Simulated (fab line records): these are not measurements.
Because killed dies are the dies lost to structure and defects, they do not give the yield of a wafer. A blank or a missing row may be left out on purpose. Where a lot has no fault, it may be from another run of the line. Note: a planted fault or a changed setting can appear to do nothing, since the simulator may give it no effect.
What tool caused it? + flow sky130 + 30 wafers from 10 lots sampled at 5 of the route's 708 steps

## WHAT EACH GAUGE READ, for each wafer
SKY_PAD_OPEN_BOW_MEAS_13. Usual: PAD_OPEN_BOW gives 48 um (standard deviation 9.1).
| lot  | measured     | on            | PAD_OPEN_BOW (um) | flag |
|------|--------------|---------------|-------------------|------|
| L142 | day 46 17:12 | film-metro-02 | 43 61 65          |      |
| L144 | day 47 02:02 | film-metro-02 | 53 60 49          |      |
| L146 | day 47 11:49 | film-metro-03 | 122 122 105       | OFF  |
| L147 | day 47 21:31 | film-metro-02 | 114 107 100       | OFF  |
| L151 | day 48 18:22 | film-metro-03 | 53 62 51          |      |
| L155 | day 49 17:44 | film-metro-03 | 55 48 33          |      |
| L156 | day 49 19:34 | film-metro-03 | 38 41 27          |      |
| L158 | day 50 05:54 | film-metro-03 | 56 53 61          |      |
| L161 | day 50 15:34 | film-metro-03 | 71 65 56          |      |
| L162 | day 50 17:31 | film-metro-02 | 47 43 55          |      |

## TOOL THAT RAN EACH LOT (tool first, then ch and the chambers of the sampled wafers, then the start)
| lot  | SKY_METAL5_SPUTTER_04        | SKY_PASSIVATION_ETCH_11            | SKY_PAD_OPEN_STRIP_08                | SKY_PAD_OPEN_ANNEAL_12        |
|------|------------------------------|------------------------------------|--------------------------------------|-------------------------------|
| L142 | pvd-sputter-01, day 43 20:59 | rie-diel-03 ch 0,3, day 45 17:40   | plasma-asher-02 ch 0,1, day 46 15:07 | furnace-02 ch 0, day 46 15:42 |
| L144 | pvd-sputter-03, day 44 06:59 | rie-diel-04 ch 0,1,2, day 46 03:22 | plasma-asher-02 ch 0,1, day 46 23:55 | furnace-02 ch 0, day 47 00:32 |
| L146 | pvd-sputter-02, day 44 17:06 | rie-diel-03 ch 0,1,3, day 46 12:58 | plasma-asher-04 ch 0,1, day 47 09:43 | furnace-02, day 47 10:19      |
| L147 | pvd-sputter-01, day 45 03:08 | rie-diel-01 ch 1,2, day 46 22:49   | plasma-asher-04 ch 0,1, day 47 19:16 | furnace-02, day 47 20:00      |
| L151 | pvd-sputter-02, day 46 03:31 | rie-diel-03 ch 0,3, day 47 20:58   | plasma-asher-04 ch 0,1, day 48 16:13 | furnace-02 ch 0, day 48 16:52 |
| L155 | pvd-sputter-01, day 47 05:49 | rie-diel-03 ch 0,2,3, day 48 21:28 | plasma-asher-02 ch 0,1, day 49 15:34 | furnace-02 ch 0, day 49 16:13 |
| L156 | pvd-sputter-01, day 47 08:09 | rie-diel-03 ch 2,3, day 48 23:34   | plasma-asher-02 ch 0,1, day 49 17:07 | furnace-02 ch 0, day 49 18:02 |
| L158 | pvd-sputter-01, day 47 20:41 | rie-diel-04 ch 0,2,3, day 49 10:37 | plasma-asher-03 ch 0,1, day 50 03:49 | furnace-02 ch 0, day 50 04:24 |
| L161 | pvd-sputter-01, day 48 07:46 | rie-diel-04 ch 1,2,3, day 49 20:16 | plasma-asher-03 ch 0,1, day 50 13:28 | furnace-01 ch 0, day 50 14:04 |
| L162 | pvd-sputter-03, day 48 10:46 | rie-diel-04 ch 2,3, day 49 23:10   | plasma-asher-03 ch 0,1, day 50 15:25 | furnace-02 ch 0, day 50 15:58 |
- SKY_METAL5_SPUTTER_04: material TiN, target thk 70 nm, time 58.3 s.
- SKY_PASSIVATION_ETCH_11: etches the open film in CF4/O2, stops on AlCu, target depth 725 nm, time 161.1 s.
- SKY_PAD_OPEN_STRIP_08: strips in O2/N2.
- SKY_PAD_OPEN_ANNEAL_12

## WHAT THE TOOLS THEMSELVES READ (means of the sampled wafers that have a number; where no wafer has one, the mark that the record gives instead)
SKY_METAL5_SPUTTER_04. Usual: chamber-pressure-pa 0.4000 Pa, standard deviation 0.00075; throttle-valve-pct 30.0 %, standard deviation 1.1.
| lot  | tool           | chamber-pressure-pa (Pa) | throttle-valve-pct (%) | flag |
|------|----------------|--------------------------|------------------------|------|
| L142 | pvd-sputter-01 | 0.3996                   | 30.7                   |      |
| L144 | pvd-sputter-03 | 0.3999                   | 29.2                   |      |
| L146 | pvd-sputter-02 | 0.4003                   | 29.9                   |      |
| L147 | pvd-sputter-01 | 0.3998                   | 31.3                   |      |
| L151 | pvd-sputter-02 | 0.4002                   | 29.9                   |      |
| L155 | pvd-sputter-01 | 0.4004                   | 30.4                   |      |
| L156 | pvd-sputter-01 | 0.3992                   | 30.9                   |      |
| L158 | pvd-sputter-01 | 0.3989                   | 30.5                   |      |
| L161 | pvd-sputter-01 | 0.4001                   | 29.9                   |      |
| L162 | pvd-sputter-03 | 0.4004                   | 29.1                   |      |

SKY_PASSIVATION_ETCH_11. Usual: drypump-motor-current-A 5.82 A, standard deviation 0.23; oes-product-au 0.976 a.u., standard deviation 0.0078; throttle-valve-pct 5.963 %, standard deviation 0.0086.
| lot  | tool        | drypump-motor-current-A (A) | oes-product-au (a.u.) | throttle-valve-pct (%) | flag |
|------|-------------|-----------------------------|-----------------------|------------------------|------|
| L142 | rie-diel-03 | 5.79                        | 0.971                 | 5.970                  |      |
| L144 | rie-diel-04 | 5.84                        | 0.975                 | 5.968                  |      |
| L146 | rie-diel-03 | 5.85                        | 0.972                 | 5.968                  |      |
| L147 | rie-diel-01 | 5.57                        | 0.970                 | 5.962                  |      |
| L151 | rie-diel-03 | 5.72                        | 0.980                 | 5.967                  |      |
| L155 | rie-diel-03 | 5.66                        | 0.981                 | 5.963                  |      |
| L156 | rie-diel-03 | 5.73                        | 0.975                 | 5.967                  |      |
| L158 | rie-diel-04 | 6.03                        | 0.979                 | 5.960                  |      |
| L161 | rie-diel-04 | 5.96                        | 0.975                 | 5.967                  |      |
| L162 | rie-diel-04 | 6.09                        | 0.976                 | 5.972                  |      |

SKY_PAD_OPEN_STRIP_08. Usual: drypump-motor-current-A 5.5 A, standard deviation 0.34; n2-flow-sccm 299.8 sccm, standard deviation 1.1; oes-product-au 0.663 a.u., standard deviation 0.0042; strip-time-to-endpoint-s 37.11 s, standard deviation 0.1.
| lot  | tool            | drypump-motor-current-A (A) | n2-flow-sccm (sccm) | oes-product-au (a.u.) | strip-time-to-endpoint-s (s) | flag |
|------|-----------------|-----------------------------|---------------------|-----------------------|------------------------------|------|
| L142 | plasma-asher-02 | 5.8                         | 300.0               | 0.662                 | 37.22                        |      |
| L144 | plasma-asher-02 | 5.6                         | 299.8               | 0.664                 | 37.05                        |      |
| L146 | plasma-asher-04 | 5.2                         | 300.0               | 0.664                 | 37.07                        |      |
| L147 | plasma-asher-04 | 5.2                         | 300.9               | 0.662                 | 37.08                        |      |
| L151 | plasma-asher-04 | 5.2                         | 300.2               | 0.662                 | 37.12                        |      |
| L155 | plasma-asher-02 | 5.6                         | 300.5               | 0.659                 | 37.16                        |      |
| L156 | plasma-asher-02 | 5.6                         | 299.7               | 0.659                 | 36.96                        |      |
| L158 | plasma-asher-03 | 5.5                         | 299.9               | 0.657                 | 37.08                        |      |
| L161 | plasma-asher-03 | 5.3                         | 298.6               | 0.661                 | 37.08                        |      |
| L162 | plasma-asher-03 | 5.3                         | 299.2               | 0.662                 | 37.23                        |      |

SKY_PAD_OPEN_ANNEAL_12. Usual: ramp-down-c-per-min 4.0000, standard deviation 0.00074; ramp-up-c-per-min 8.0001, standard deviation 0.0014; zone-power-upper-pct 4.52 %, standard deviation 0.081.
| lot  | tool       | ramp-down-c-per-min | ramp-up-c-per-min | zone-power-upper-pct (%) | flag |
|------|------------|---------------------|-------------------|--------------------------|------|
| L142 | furnace-02 | 4.0001              | 7.9992            | 4.47                     |      |
| L144 | furnace-02 | 3.9999              | 8.0006            | 4.42                     |      |
| L146 | furnace-02 | -                   | -                 | -                        | OFF  |
| L147 | furnace-02 | -                   | -                 | -                        | OFF  |
| L151 | furnace-02 | 4.0000              | 8.0003            | 4.50                     |      |
| L155 | furnace-02 | 3.9998              | 7.9993            | 4.49                     |      |
| L156 | furnace-02 | 3.9998              | 7.9995            | 4.48                     |      |
| L158 | furnace-02 | 4.0004              | 7.9985            | 4.44                     |      |
| L161 | furnace-01 | 4.0001              | 8.0008            | 4.62                     |      |
| L162 | furnace-02 | 4.0005              | 7.9998            | 4.49                     |      |

## THE ANSWER, worked out from the rows above alone
Rule: a lot is off if the mean of its wafers that have a number lies more than 3 standard deviations from the usual mean. A lot without any number at a reading at which 4 lots or more have one is off too. The other lots that the step has rows for count as sound. After the gauges, taken in route order, come the tools' own readings; for these a lot's mean is taken, as printed above. At the first step where some lot is off, the reading lying furthest off is the one used; lots without a number count as furthest.
Off: L146, L147, seen at SKY_PAD_OPEN_BOW_MEAS_13 (PAD_OPEN_BOW).
If a tool, at a process step before that reading, ran all the lots that are off and no sound lot after the first of them, it fits. Not tried: the gauges at SKY_PAD_OPEN_BOW_MEAS_13; whatever is off there is also off at SKY_PAD_OPEN_ANNEAL_12, on other tools, and gauge error can't account for it. No candidate that was tried fits.

## WHAT WAS PUT IN BY THE SIMULATOR
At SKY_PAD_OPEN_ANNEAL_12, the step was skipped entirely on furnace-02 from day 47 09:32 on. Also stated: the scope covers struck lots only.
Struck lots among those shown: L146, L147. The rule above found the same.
